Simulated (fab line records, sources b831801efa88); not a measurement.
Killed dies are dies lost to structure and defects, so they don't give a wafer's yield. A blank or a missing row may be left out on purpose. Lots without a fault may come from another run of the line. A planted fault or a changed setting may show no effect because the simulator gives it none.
fab line records | flow sky130 | part 1 of 2: steps 1 to 21 of 29
record lots=5 wafers=15 last_day=49
route steps=708 shown LI_CONTACT@375 LOCAL_INTERCONNECT@387
lots that met no fault: from a run of the same line without faults
start_h: hours from the record's first day to the start of the lot's first wafer shown | wait_h: hours since the lot's step before | " the same as in the row above | L1.1+2: a row that stands for several wafers | - no value, or no start given | * or withheld: withheld | < > ~ a bound
route shown NAME@n: a module of which the file shows steps, and the number in the route of the first | usual: mean/standard deviation of fault-free wafers | same: alike in all rows | chamber/n: place in a boat | sites: the reading at each site | _std_site: their standard deviation | _edge_site: outer sites' mean less inner sites' | radius_mm: how far each site lies from the wafer's centre | mask NAME#n: copy n | behind: the tool/chamber that last shaped the wafer | hold: why the lot was held/for how many hours/how that ended | device: the transistor (n, p or np) that didn't switch | end of line: the same wafers' tests at the end of the route | a step without rows: its recipe alone | killed: dies lost to structure and defects at the first sort, not the wafer's yield | map: a wafer's dies, x killed, . not, _ none there
set.NAME: the setting as run; set.NAME@STEP: as run at that earlier step | model.NAME: the simulator's own value behind a step, which no gauge read
lots at some steps of the route; a table a step, a row a wafer
services: from which hour (start_h, from the record's first day; less than 0 if before it) a tool's chamber was out of use, for how many hours, and why
## steps
# step SKY_LI_CONTACT_OVL_MEAS_13
# usual LI_CONTACT_OVL=1/4.3
# columns lot.wafer tool chamber start_h wait_h LI_CONTACT_OVL[nm]
L074.2 overlay-01 - 671.79 0.1 3
L074.3 " - " " 1
L074.4 " - " " 1
L077.1 overlay-02 - 694.03 0.1 -5
L077.3 " - " " -5
L077.6 " - " " 2
L079.1 overlay-02 - 718.13 0.1 6
L079.3 " - " " 9
L079.6 " - " " 2
L086.1 overlay-02 - 772.92 0.1 -1
L086.4 " - " " -1
L086.5 " - " " -1
L091.2 overlay-01 - 838.43 0.1 9
L091.5 " - " " 5
L091.6 " - " " 2
# step SKY_LI_CONTACT_ETCH_14
# recipe chemistry=N2/H2 target=BARC ion_energy_ev=200 source_w=500 bias_w=100 pressure_mtorr=30 n2_flow_sccm=100 h2_flow_sccm=200 stop_on=SiO2 time_s=45.9 target_depth_a=600
# usual chamber_pressure_mTorr=30.004/0.029 drypump_motor_current_A=5.6/0.46 oes_product_au=0.854/0.0045 throttle_valve_pct=13.225/0.009
# same time_s=45.9
# columns lot.wafer tool chamber start_h wait_h chamber_pressure_mTorr drypump_motor_current_A oes_product_au rf_hours_counter_h throttle_valve_pct
L074.2 rie_diel-01 3 671.82 0.0 30.036 5.8 0.849 8 13.242
L074.3 " 1 " " 30.040 4.8 0.857 11 13.234
L074.4 " 2 " " 30.045 4.9 0.857 13 13.222
L077.1 rie_diel-03 3 694.07 0.0 30.015 5.4 0.856 15 13.224
L077.3 " 2 " " 30.048 6.3 0.852 2 13.222
L077.6 " 2 " " 30.041 6.4 0.855 - 13.230
L079.1 rie_diel-03 0 718.16 0.0 29.988 5.7 0.852 5 13.221
L079.3 " 2 " " 29.972 6.4 0.864 3 13.241
L079.6 " 0 " " 30.017 5.7 0.859 - 13.217
L086.1 rie_diel-02 1 772.96 0.0 29.990 5.7 0.853 36 13.228
L086.4 " 3 " " 29.971 5.9 0.848 42 13.227
L086.5 " 3 " " 30.001 5.8 0.863 - 13.228
L091.2 rie_diel-01 1 838.46 0.0 30.003 4.8 0.856 16 13.223
L091.5 " 2 " " 30.002 4.9 0.853 - 13.229
L091.6 " 3 " " 30.019 5.9 0.857 - 13.229
# step SKY_LI_CONTACT_ETCH_15
# recipe target=PSG chemistry=C4F8/O2/Ar stop_on=Si taper_deg=4.15 mask_material=KrF-thick source_w=1500 bias_w=1200 pressure_mtorr=40 c4f8_flow_sccm=withheld O2_flow_sccm=6 Ar_flow_sccm=300 time_s=withheld target_depth_a=6000
# usual chamber_pressure_mTorr=40.00/0.033 oes_product_au=0.837/0.0045
# columns lot.wafer tool chamber start_h wait_h chamber_pressure_mTorr oes_product_au
L074.2 rie_diel-01 3 671.86 0.0 39.98 0.833
L074.3 " 1 " " 40.03 0.841
L074.4 " 2 " " 40.02 0.839
L077.1 rie_diel-03 3 694.11 0.0 40.05 0.835
L077.3 " 2 " " 40.03 0.835
L077.6 " 2 " " 40.00 0.832
L079.1 rie_diel-03 0 718.21 0.0 39.96 0.836
L079.3 " 2 " " 39.99 0.831
L079.6 " 0 " " 40.04 0.833
L086.1 rie_diel-02 1 773.00 0.0 40.04 0.841
L086.4 " 3 " " 40.04 0.838
L086.5 " 3 " " 40.05 0.834
L091.2 rie_diel-01 1 838.50 0.0 39.95 0.833
L091.5 " 2 " " 40.01 0.837
L091.6 " 3 " " 39.98 0.840
# step SKY_LI_CONTACT_STRIP_16
# recipe chemistry=O2/N2 power_w=1400 pressure_mtorr=1500 platen_temp_c=withheld o2_flow_sccm=3000 n2_flow_sccm=300 overash_fraction=0.5
# usual chamber_pressure_mTorr=1499.9/1.4 drypump_motor_current_A=5.4/0.36 oes_product_au=0.376/0.0048 strip_time_to_endpoint_s=3.51/0.046
# columns lot.wafer tool chamber start_h wait_h chamber_pressure_mTorr drypump_motor_current_A oes_product_au rf_hours_counter_h strip_time_to_endpoint_s
L074.2 plasma_asher-01 0 671.95 - 1499.4 5.2 0.375 24 3.53
L074.3 " 1 " " 1500.0 5.3 0.367 - 3.52
L074.4 " 0 " " 1502.9 5.3 0.378 - 3.51
L077.1 plasma_asher-04 1 694.20 - 1502.6 5.4 0.380 57 3.56
L077.3 " 0 " " 1502.3 5.6 0.385 - 3.58
L077.6 " 1 " " 1500.6 5.4 0.377 - 3.56
L079.1 plasma_asher-03 0 718.29 - 1502.8 4.8 0.379 103 3.53
L079.3 " 0 " " 1503.0 4.8 0.378 - 3.54
L079.6 " 0 " " 1499.5 4.8 0.381 - 3.53
L086.1 plasma_asher-03 0 773.08 - 1499.9 4.8 0.374 3 3.47
L086.4 " 0 " " 1496.6 4.8 0.378 - 3.50
L086.5 " 0 " " 1499.7 4.8 0.378 - 3.44
L091.2 plasma_asher-01 1 838.59 - 1498.5 5.3 0.375 38 3.53
L091.5 " 0 " " 1499.9 5.3 0.383 - 3.54
L091.6 " 1 " " 1498.1 5.3 0.378 - 3.59
# step SKY_LI_CONTACT_CLEAN_17
# recipe chemistry=NMP time_s=600 temp_c=60 dry=n2_spin
# usual bath_guard_temp_C=60.0/0.45
# same time_s=600
# columns lot.wafer tool chamber start_h wait_h bath_guard_temp_C
L074.2 wet_bench-02 3 672.05 0.1 60.4
L074.3 " 3 " " 60.6
L074.4 " 3 " " 60.7
L077.1 wet_bench-03 1 694.30 0.1 59.5
L077.3 " 1 " " 59.8
L077.6 " 1 " " 60.0
L079.1 wet_bench-01 0 718.39 0.1 59.8
L079.3 " 0 " " 59.4
L079.6 " 0 " " 59.4
L086.1 wet_bench-03 1 773.18 0.1 59.7
L086.4 " 1 " " 59.8
L086.5 " 1 " " 60.2
L091.2 wet_bench-03 0 838.69 0.1 59.8
L091.5 " 0 " " 59.8
L091.6 " 0 " " 59.5
# step SKY_LI_CONTACT_PRE_CLEAN_18
# recipe gas=Ar time_s=5.6 bias_v=358
# same time_s=5.6
# columns lot.wafer tool chamber start_h wait_h
L074.2+3+4 pvd_sputter-02 - 672.22 0.0
L077.1+3+6 pvd_sputter-02 - 694.49 0.0
L079.1+3+6 pvd_sputter-01 - 718.58 0.0
L086.1+4+5 pvd_sputter-04 - 773.36 0.0
L091.2+5+6 pvd_sputter-02 - 838.88 0.0
# step SKY_LI_CONTACT_SPUTTER_19
# recipe material=Ti target_thk_nm=20 chamber_pressure_pa=5 power_w=2500 substrate_temp_c=200 time_s=106.37
# usual cathode_dc_power_W=2500.0/0.43 substrate_temp_c=199.99/0.16 throttle_valve_pct=30.1/1.4
# same time_s=106.37
# columns lot.wafer tool chamber start_h wait_h cathode_dc_power_W substrate_temp_c throttle_valve_pct
L074.2 pvd_sputter-02 - 672.24 0.0 2500.2 200.13 29.4
L074.3 " - " " 2500.5 200.04 31.3
L074.4 " - " " 2500.2 200.01 30.3
L077.1 pvd_sputter-02 - 694.51 0.0 2499.4 199.81 31.2
L077.3 " - " " 2499.9 200.46 30.3
L077.6 " - " " 2500.0 200.11 30.0
L079.1 pvd_sputter-01 - 718.60 0.0 2500.1 200.16 28.7
L079.3 " - " " 2500.6 199.96 29.7
L079.6 " - " " 2500.1 199.76 29.6
L086.1 pvd_sputter-04 - 773.38 0.0 2500.3 200.18 30.9
L086.4 " - " " 2498.8 200.10 28.6
L086.5 " - " " 2499.6 200.07 31.0
L091.2 pvd_sputter-02 - 838.90 0.0 2499.4 200.25 30.4
L091.5 " - " " 2499.6 199.69 29.2
L091.6 " - " " 2499.7 200.02 29.6
# step SKY_LI_CONTACT_SPUTTER_20
# recipe material=TiN target_thk_nm=20 chamber_pressure_pa=5 power_w=4000 time_s=80
# usual cathode_dc_power_W=4000.0/0.68 throttle_valve_pct=30.1/1.4
# same time_s=80
# columns lot.wafer tool chamber start_h wait_h cathode_dc_power_W throttle_valve_pct
L074.2 pvd_sputter-02 - 672.32 0.0 3999.3 29.2
L074.3 " - " " 4000.3 31.2
L074.4 " - " " 4000.3 30.2
L077.1 pvd_sputter-02 - 694.58 0.0 3999.5 31.2
L077.3 " - " " 3999.5 30.1
L077.6 " - " " 4000.8 30.0
L079.1 pvd_sputter-01 - 718.68 0.0 3999.7 29.1
L079.3 " - " " 3999.4 29.6
L079.6 " - " " 4000.4 30.1
L086.1 pvd_sputter-04 - 773.46 0.0 3999.6 31.0
L086.4 " - " " 3998.6 28.4
L086.5 " - " " 3999.0 31.0
L091.2 pvd_sputter-02 - 838.97 0.0 3999.8 29.9
L091.5 " - " " 4000.8 29.2
L091.6 " - " " 4001.0 29.2
# step SKY_LI_CONTACT_CVD_21
# recipe material=W target_thk_nm=400 time_s=120.56 temp_c=400 pressure_torr=40
# usual heater_power_w=878/52 susceptor_temp_C=399.99/0.21
# same time_s=120.56
# columns lot.wafer tool chamber start_h wait_h heater_power_w susceptor_temp_C
L074.2 cvd_w-01 0 672.38 0.0 805 400.07
L074.3 " 0 " " 840 400.21
L074.4 " 1 " " 810 399.83
L077.1 cvd_w-02 1 694.64 0.0 928 399.85
L077.3 " 1 " " 920 400.01
L077.6 " 0 " " 902 399.54
L079.1 cvd_w-01 1 718.74 0.0 813 400.10
L079.3 " 0 " " 802 400.12
L079.6 " 0 " " 812 400.19
L086.1 cvd_w-02 1 773.52 0.0 969 399.87
L086.4 " 1 " " 932 400.09
L086.5 " 0 " " 878 399.66
L091.2 cvd_w-02 0 839.03 0.0 923 400.20
L091.5 " 0 " " 909 400.48
L091.6 " 1 " " 937 399.76
# step SKY_LI_CONTACT_RS_MEAS_22
# recipe thk_meas_gauge=four-point-probe reads=W_of_LI_CONTACT_CVD_21+TiN_of_LI_CONTACT_SPUTTER_20+Ti_of_LI_CONTACT_SPUTTER_19
# usual LI_CONTACT_W_RS=0.287/0.0033
# columns lot.wafer tool chamber start_h wait_h LI_CONTACT_W_RS[ohm/sq]
L074.2 film_metro-04 - 672.52 0.1 0.293
L074.3 " - " " 0.293
L074.4 " - " " 0.289
L077.1 film_metro-01 - 694.77 0.1 0.282
L077.3 " - " " 0.283
L077.6 " - " " 0.284
L079.1 film_metro-01 - 718.87 0.1 0.282
L079.3 " - " " 0.283
L079.6 " - " " 0.289
L086.1 film_metro-03 - 773.64 0.1 0.279
L086.4 " - " " 0.279
L086.5 " - " " 0.285
L091.2 film_metro-01 - 839.18 0.1 0.285
L091.5 " - " " 0.286
L091.6 " - " " 0.286
# step SKY_LI_CONTACT_THK_MEAS_23
# recipe thk_meas_gauge=xrf reads=W_of_LI_CONTACT_CVD_21
# usual LI_CONTACT_W_THK=396/5.3
# columns lot.wafer tool chamber start_h wait_h LI_CONTACT_W_THK[nm]
L074.2 film_metro-04 - 672.63 0.1 383
L074.3 " - " " 382
L074.4 " - " " 388
L077.1 film_metro-01 - 694.89 0.1 404
L077.3 " - " " 403
L077.6 " - " " 404
L079.1 film_metro-01 - 718.99 0.1 403
L079.3 " - " " 404
L079.6 " - " " 396
L086.1 film_metro-03 - 773.76 0.1 407
L086.4 " - " " 408
L086.5 " - " " 395
L091.2 film_metro-01 - 839.29 0.1 399
L091.5 " - " " 400
L091.6 " - " " 398
# step SKY_LI_CONTACT_CMP_24
# recipe stop_on=PSG t_overpolish_s=20 down_force_psi=3.5 platen_rpm=60 target_thk_nm=0 pad_velocity_m_s=0.94248
# usual motor_current_A=11.1/0.89 overpolish_run_s=20.000/0.0091 time_to_endpoint_s=95/5.2
# columns lot.wafer tool chamber start_h wait_h motor_current_A overpolish_run_s time_to_endpoint_s
L074.3 cmp-02 2 672.73 0.1 10.0 20.005 85
L074.4 " 3 " " 12.2 20.007 90
L074.2 " 0 " " 12.1 20.001 88
L077.3 cmp-02 0 694.95 0.0 12.2 19.993 97
L077.1 " 1 " " 11.2 19.998 104
L077.6 " 0 " " 12.2 20.019 97
L079.3 cmp-01 0 719.10 0.1 10.2 19.999 102
L079.1 " 1 " " 11.3 20.015 98
L079.6 " 3 " " 10.9 19.984 84
L086.4 cmp-02 0 773.87 0.1 11.4 20.000 98
L086.1 " 2 " " 9.8 20.005 95
L086.5 " 0 " " 11.7 20.004 93
L091.2 cmp-01 3 839.44 0.1 10.6 20.004 91
L091.5 " 1 " " 11.4 19.997 97
L091.6 " 2 " " 11.7 20.005 99
# step SKY_LOCAL_INTERCONNECT_SPUTTER_00
# recipe material=TiN target_thk_nm=100 temp_c=300 power_w=6500 time_s=83.3 chamber_pressure_pa=0.4
# usual cathode_dc_power_W=6499.9/1.1 substrate_temp_c=300.03/0.21 susceptor_temp_C=300.00/0.2 throttle_valve_pct=29.9/1.1
# same time_s=83.3
# columns lot.wafer tool chamber start_h wait_h cathode_dc_power_W substrate_temp_c susceptor_temp_C throttle_valve_pct
L074.2 pvd_sputter-03 - 672.98 0.1 6498.9 299.83 299.78 29.5
L074.3 " - " " 6500.1 299.89 300.10 28.3
L074.4 " - " " 6500.3 299.60 299.96 31.7
L077.1 pvd_sputter-02 - 695.25 0.2 6499.6 299.89 299.99 30.1
L077.3 " - " " 6498.6 299.72 299.68 29.4
L077.6 " - " " 6499.0 299.86 300.04 29.2
L079.1 pvd_sputter-03 - 719.37 0.2 6498.1 300.48 299.85 28.1
L079.3 " - " " 6498.6 300.11 299.97 32.3
L079.6 " - " " 6499.8 299.91 299.97 29.6
L086.1 pvd_sputter-04 - 774.12 0.1 6500.4 300.27 300.12 30.7
L086.4 " - " " 6500.7 300.05 299.98 31.2
L086.5 " - " " 6501.1 300.08 299.81 30.8
L091.2 pvd_sputter-04 - 839.64 0.1 6498.1 299.83 299.97 30.9
L091.5 " - " " 6500.3 300.03 300.26 28.5
L091.6 " - " " 6499.7 300.20 299.75 31.0
# step SKY_LOCAL_INTERCONNECT_RS_MEAS_01
# recipe thk_meas_gauge=four-point-probe reads=TiN_of_LOCAL_INTERCONNECT_SPUTTER_00
# usual LOCAL_INTERCONNECT_TIN_RS=14.08/0.18
# columns lot.wafer tool chamber start_h wait_h LOCAL_INTERCONNECT_TIN_RS[ohm/sq]
L074.2 film_metro-02 - 673.07 0.1 14.06
L074.3 " - " " 13.99
L074.4 " - " " 14.21
L077.1 film_metro-02 - 695.31 0.0 14.20
L077.3 " - " " 14.32
L077.6 " - " " 14.23
L079.1 film_metro-02 - 719.43 0.0 14.31
L079.3 " - " " 14.54
L079.6 " - " " 14.26
L086.1 film_metro-03 - 774.18 0.0 14.10
L086.4 " - " " 13.95
L086.5 " - " " 14.14
L091.2 film_metro-04 - 839.72 0.1 14.07
L091.5 " - " " 13.83
L091.6 " - " " 13.92
# step SKY_LOCAL_INTERCONNECT_THK_MEAS_02
# recipe thk_meas_gauge=xrf reads=TiN_of_LOCAL_INTERCONNECT_SPUTTER_00
# usual LOCAL_INTERCONNECT_TIN_THK=100.4/1.3
# columns lot.wafer tool chamber start_h wait_h LOCAL_INTERCONNECT_TIN_THK[nm]
L074.2 film_metro-02 - 673.18 0.1 100.0
L074.3 " - " " 100.1
L074.4 " - " " 98.2
L077.1 film_metro-02 - 695.43 0.1 98.8
L077.3 " - " " 97.7
L077.6 " - " " 98.6
L079.1 film_metro-02 - 719.55 0.1 98.3
L079.3 " - " " 97.1
L079.6 " - " " 98.8
L086.1 film_metro-03 - 774.30 0.1 100.1
L086.4 " - " " 101.4
L086.5 " - " " 100.1
L091.2 film_metro-04 - 839.83 0.1 101.2
L091.5 " - " " 102.7
L091.6 " - " " 101.8
# step SKY_LOCAL_INTERCONNECT_DEHYDRATE_03
# recipe temp_c=200 time_s=60
# usual exhaust_pa=44.7/0.9
# same time_s=60
# columns lot.wafer tool chamber start_h wait_h exhaust_pa
L074.2 litho_track-04 0 687.08 13.9 46.4
L074.3 " 0 " " 46.4
L074.4 " 0 " " 46.9
L077.1 litho_track-02 0 707.41 12.0 44.9
L077.3 " 0 " " 45.7
L077.6 " 0 " " 44.7
L079.1 litho_track-04 0 731.30 11.7 45.0
L079.3 " 0 " " 43.1
L079.6 " 0 " " 44.2
L086.1 litho_track-03 0 786.50 12.2 43.6
L086.4 " 0 " " 45.1
L086.5 " 0 " " 44.1
L091.2 litho_track-02 0 852.49 12.6 43.8
L091.5 " 0 " " 43.7
L091.6 " 0 " " 42.2
# step SKY_LOCAL_INTERCONNECT_HMDS_04
# recipe prime_time_s=60 prime_temp_c=120
# usual exhaust_pa=44.9/0.8
# columns lot.wafer tool chamber start_h wait_h exhaust_pa
L074.2 litho_track-04 0 687.23 0.1 45.4
L074.3 " 0 " " 45.4
L074.4 " 0 " " 44.6
L077.1 litho_track-02 0 707.56 0.1 44.9
L077.3 " 0 " " 44.7
L077.6 " 0 " " 44.0
L079.1 litho_track-04 0 731.45 0.1 45.1
L079.3 " 0 " " 44.8
L079.6 " 0 " " 44.9
L086.1 litho_track-03 0 786.65 0.1 44.7
L086.4 " 0 " " 45.4
L086.5 " 0 " " 42.8
L091.2 litho_track-02 0 852.64 0.1 44.9
L091.5 " 0 " " 43.7
L091.6 " 0 " " 44.5
# step SKY_LOCAL_INTERCONNECT_COAT_05
# recipe resist=BARC temp_c=withheld time_s=withheld spin_rpm=3000 resist_thk_nm=60
# usual exhaust_pa=45.0/0.92
# columns lot.wafer tool chamber start_h wait_h exhaust_pa
L074.2 litho_track-04 0 687.38 0.1 45.3
L074.3 " 0 " " 44.6
L074.4 " 0 " " 44.5
L077.1 litho_track-02 0 707.71 0.1 45.7
L077.3 " 0 " " 46.5
L077.6 " 0 " " 46.1
L079.1 litho_track-04 0 731.60 0.1 44.4
L079.3 " 0 " " 45.4
L079.6 " 0 " " 45.5
L086.1 litho_track-03 0 786.80 0.1 44.8
L086.4 " 0 " " 45.9
L086.5 " 0 " " 44.6
L091.2 litho_track-02 0 852.79 0.1 46.1
L091.5 " 0 " " 43.8
L091.6 " 0 " " 45.2
# step SKY_LOCAL_INTERCONNECT_COAT_06
# recipe resist=KrF-thick spin_rpm=3000 resist_thk_nm=450
# usual exhaust_pa=44.8/0.98
# columns lot.wafer tool chamber start_h wait_h exhaust_pa
L074.2 litho_track-04 0 - - 44.1
L074.3 " 0 " " 44.8
L074.4 " 0 " " 44.8
L077.1 litho_track-02 0 - - 44.7
L077.3 " 0 " " 44.4
L077.6 " 0 " " 46.8
L079.1 litho_track-04 0 - - 44.8
L079.3 " 0 " " 44.7
L079.6 " 0 " " 45.5
L086.1 litho_track-03 0 - - 43.4
L086.4 " 0 " " 45.9
L086.5 " 0 " " 45.0
L091.2 litho_track-02 0 - - 45.5
L091.5 " 0 " " 44.5
L091.6 " 0 " " 45.1
# step SKY_LOCAL_INTERCONNECT_SOFTBAKE_07
# recipe temp_c=100 time_s=90 resist=KrF-thick
# usual exhaust_pa=45.0/0.84
# same time_s=90
# columns lot.wafer tool chamber start_h wait_h exhaust_pa
L074.2 litho_track-04 0 - - 44.2
L074.3 " 0 " " 45.8
L074.4 " 0 " " 43.8
L077.1 litho_track-02 0 - - 46.3
L077.3 " 0 " " 45.1
L077.6 " 0 " " 46.5
L079.1 litho_track-04 0 - - 45.5
L079.3 " 0 " " 44.6
L079.6 " 0 " " 45.8
L086.1 litho_track-03 0 - - 46.0
L086.4 " 0 " " 44.8
L086.5 " 0 " " 45.7
L091.2 litho_track-02 0 - - 44.9
L091.5 " 0 " " 44.2
L091.6 " 0 " " 44.1
# step SKY_LOCAL_INTERCONNECT_EXPOSE_08
# recipe mask_id=LI1M na=0.8 source_shape=annular sigma_inner=0.55 sigma_outer=0.85 target_cd_nm=170 dose_mj=28
# usual stage_vel_mm_s=500.02/0.23
# columns lot.wafer tool chamber start_h wait_h mask stage_vel_mm_s
L074.2 krf_scanner-02 0 - - LI1M#0 499.67
L074.3 " 0 " " LI1M#0 499.94
L074.4 " 0 " " LI1M#0 500.18
L077.1 krf_scanner-01 0 - - LI1M#0 500.08
L077.3 " 0 " " LI1M#0 500.33
L077.6 " 0 " " LI1M#0 500.31
L079.1 krf_scanner-02 0 - - LI1M#0 500.38
L079.3 " 0 " " LI1M#0 500.54
L079.6 " 0 " " LI1M#0 500.08
L086.1 krf_scanner-02 0 - - LI1M#0 500.01
L086.4 " 0 " " LI1M#0 500.08
L086.5 " 0 " " LI1M#0 499.95
L091.2 krf_scanner-01 0 - - LI1M#0 499.90
L091.5 " 0 " " LI1M#0 500.07
L091.6 " 0 " " LI1M#0 500.10
